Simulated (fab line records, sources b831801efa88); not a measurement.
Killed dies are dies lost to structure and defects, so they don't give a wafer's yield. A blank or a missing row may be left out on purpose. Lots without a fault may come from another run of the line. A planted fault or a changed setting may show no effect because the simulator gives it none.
A struck lot beside a sound one | flow sky130 | 38 steps out of a route of 708
Sound: wafers L711.1, L711.3, L711.5. Struck: wafer L700.6. (L700.2, L700.5 of the same lot were not struck and are left out.) The cause comes at the end.
At each step with rows: each side's tool, then ch and its chambers, then its first start. Under that, the readings that differ: sound wafers | struck wafers | difference of the means | sigmas: that difference in standard deviations of wafers without a fault.
alike: readings whose means differ by less than 2 such deviations, and words and numbers that are the same on both sides. not compared: withheld readings, readings that some wafer has no value for, bounds like >300 that may hide the same value, and numbers for which the record gives no deviation and whose values overlap.
The two part at a step that has a row with sigmas, a row that says differs or no value, or rows on one side only. Numbers that don't overlap but have no deviation are shown without sigmas and don't part them. A reading that every wafer of one side lacks parts them only if that side has two wafers or more.

first, 9 steps without rows for these wafers: SKY_VIA2_SPUTTER_20 (material TiN, target thk 20 nm, time 80 s); SKY_VIA2_CVD_21 (deposits W, target thk 420 nm, time 126.4 s); SKY_VIA2_CMP_24 (polishes, stops on SiO2, t overpolish 20 s, target thk 0 nm); SKY_METAL3_SPUTTER_00 (material Ti, target thk 15 nm, time 10 s); SKY_METAL3_SPUTTER_01 (material TiN, target thk 20 nm, time 16.7 s); SKY_METAL3_SPUTTER_02 (material AlCu, target thk 735 nm, time 39.1 s); SKY_METAL3_SPUTTER_03 (material Ti, target thk 5 nm, time 3.3 s); SKY_METAL3_SPUTTER_04 (material TiN, target thk 70 nm, time 58.3 s); SKY_CAPM_CVD_00 (deposits SiO2, target thk 15.5 nm).
SKY_CAPM_SPUTTER_02: material TiN, target thk 200 nm, time 166.7 s.
  sound on pvd_sputter-01, day 43 05:45; struck on pvd_sputter-01, day 40 05:28
  reading                                  | sound             | struck | difference | sigmas
  model.TiN_of_CAPM_SPUTTER_02.thk_nm (nm) | 202.9 204.1 203.8 | 323.4  | +119.8     |
  alike: throttle_valve_pct
SKY_CAPM_RS_MEAS_03: measures by four-point-probe.
  sound on film_metro-02, day 43 05:52; struck on film_metro-03, day 40 05:36
  reading              | sound          | struck | difference | sigmas
  CAPM_TIN_RS (ohm/sq) | 6.80 6.77 6.78 | 4.24   | -2.54      | -37
SKY_CAPM_THK_MEAS_04: measures by xrf.
  sound on film_metro-02, day 43 05:59; struck on film_metro-03, day 40 05:43
  reading           | sound             | struck | difference | sigmas
  CAPM_TIN_THK (nm) | 203.9 205.7 205.1 | 324.6  | +119.7     | +54
then, 7 steps without rows for these wafers: SKY_CAPM_DEHYDRATE_05 (time 60 s); SKY_CAPM_HMDS_06 (prime time 60 s); SKY_CAPM_COAT_07 (resist thk 1140 nm); SKY_CAPM_SOFTBAKE_08 (time 60 s); SKY_CAPM_EXPOSE_09 (exposes mask CAPM, target cd 1000 nm); SKY_CAPM_PEB_10; SKY_CAPM_DEVELOP_11 (develop time 60 s).
SKY_CAPM_METAL_ETCH_13: etches TiN in Cl2/BCl3, stops on SiO2, target depth 220 nm, time 62.9 s.
  sound on rie_metal-04 ch 0,1, day 44 04:02; struck on rie_metal-03 ch 0, day 41 04:59
  reading                | sound                | struck | difference | sigmas
  oes_product_au (a.u.)  | 0.951 0.950 0.945    | 0.999  | +0.050     | +7
  throttle_valve_pct (%) | 21.904 21.909 21.905 | 21.855 | -0.051     | -5
  alike: drypump_motor_current_A, mfc_cl2_sccm
  not compared: rf_hours_counter_h
then, 16 steps without rows for these wafers: SKY_CAPM_STRIP_14 (strips in O2/N2); SKY_CAPM_STRIP_15 (strips in post etch residue remover, time 1200 s); SKY_CAPM_CLEAN_16 (cleans in IPA, time 180 s); SKY_CAPM_CLEAN_17 (cleans in O3/DIW); SKY_METAL3_DEHYDRATE_05 (time 60 s); SKY_METAL3_HMDS_06 (prime time 60 s); SKY_METAL3_COAT_07 (resist thk 60 nm); SKY_METAL3_COAT_08 (resist thk 1140 nm); SKY_METAL3_SOFTBAKE_09 (time 90 s); SKY_METAL3_EXPOSE_10 (exposes mask MM3, target cd 300 nm); SKY_METAL3_PEB_11; SKY_METAL3_DEVELOP_12 (develop time 60 s); SKY_METAL3_DESCUM_15 (chemistry O2, time 8 s); SKY_METAL3_ETCH_16 (etches BARC in N2/H2, stops on SiO2, time 88.2 s, target depth 60 nm); SKY_METAL3_ETCH_17 (etches SiO2 in C4F8/O2/Ar, stops on TiN, time 3.9 s, target depth 15 nm); SKY_METAL3_METAL_ETCH_18 (etches the open film in Cl2/BCl3, stops on SiO2, target depth 845 nm, time 183.1 s).
SKY_METAL3_STRIP_20: strips in post etch residue remover, time 1200 s.
  sound on wet_bench-01 ch 1, day 45 02:26; struck on wet_bench-03 ch 0, day 42 05:46
  reading                                  | sound           | struck | difference | sigmas
  model.TiN_of_CAPM_SPUTTER_02.thk_nm (nm) | 202 203.3 202.9 | 322.6  | +119.9     |
-- the record jumps here: 7 days lie between the struck wafers' starts before and after (it left off in module METAL3 and takes up again in module PAD_OPEN, whose first step shown is number 708 of the route) --
SKY_PAD_OPEN_PROBE_99:
  sound on prober-01, day 50 22:16; struck on prober-02, day 48 18:31
  reading                               | sound                   | struck | difference | sigmas
  model.etest.tester.sort_n_pass        | 410 398 411             | 0      | -406       |
  model.etest.tester.sort_yield_pct (%) | 83.33 80.89 83.54       | 0      | -83        |
  model.etest.tester.sort_bin_4_pct (%) | 0 0 0                   | 49.36  | +49.36     |
  model.etest.met3.line_ohm_um          | 0.1409 0.1407 0.1388    | 38.7   | +38.6      |
  model.etest.tester.sort_bin_3_pct (%) | 0.6098 1.22 0.2033      | 34.38  | +33.70     |
  model.etest.via3_chain.rc_ohm         | 9.854 9.165 10.03       | 38.3   | +28.6      |
  model.etest.met3.rs_ohm_sq            | 0.04211 0.04188 0.04129 | 11.74  | +11.70     |
  model.etest.cap_mim.plate_ohm_sq      | 5.875 5.926 5.883       | 3.674  | -2.221     |
  alike: defect_limited_yield, killed_at_M0_to_M3, killed_at_M4_up, killed_at_contacts, killed_at_front_end, killed_at_other, killed_dies, killed_open, killed_short

WHERE THEY PART
First at SKY_CAPM_RS_MEAS_03; last, within this record, at SKY_CAPM_METAL_ETCH_13. Later steps at which nothing parts them and some readings are alike: SKY_PAD_OPEN_PROBE_99.

WHY: what the simulator had put in
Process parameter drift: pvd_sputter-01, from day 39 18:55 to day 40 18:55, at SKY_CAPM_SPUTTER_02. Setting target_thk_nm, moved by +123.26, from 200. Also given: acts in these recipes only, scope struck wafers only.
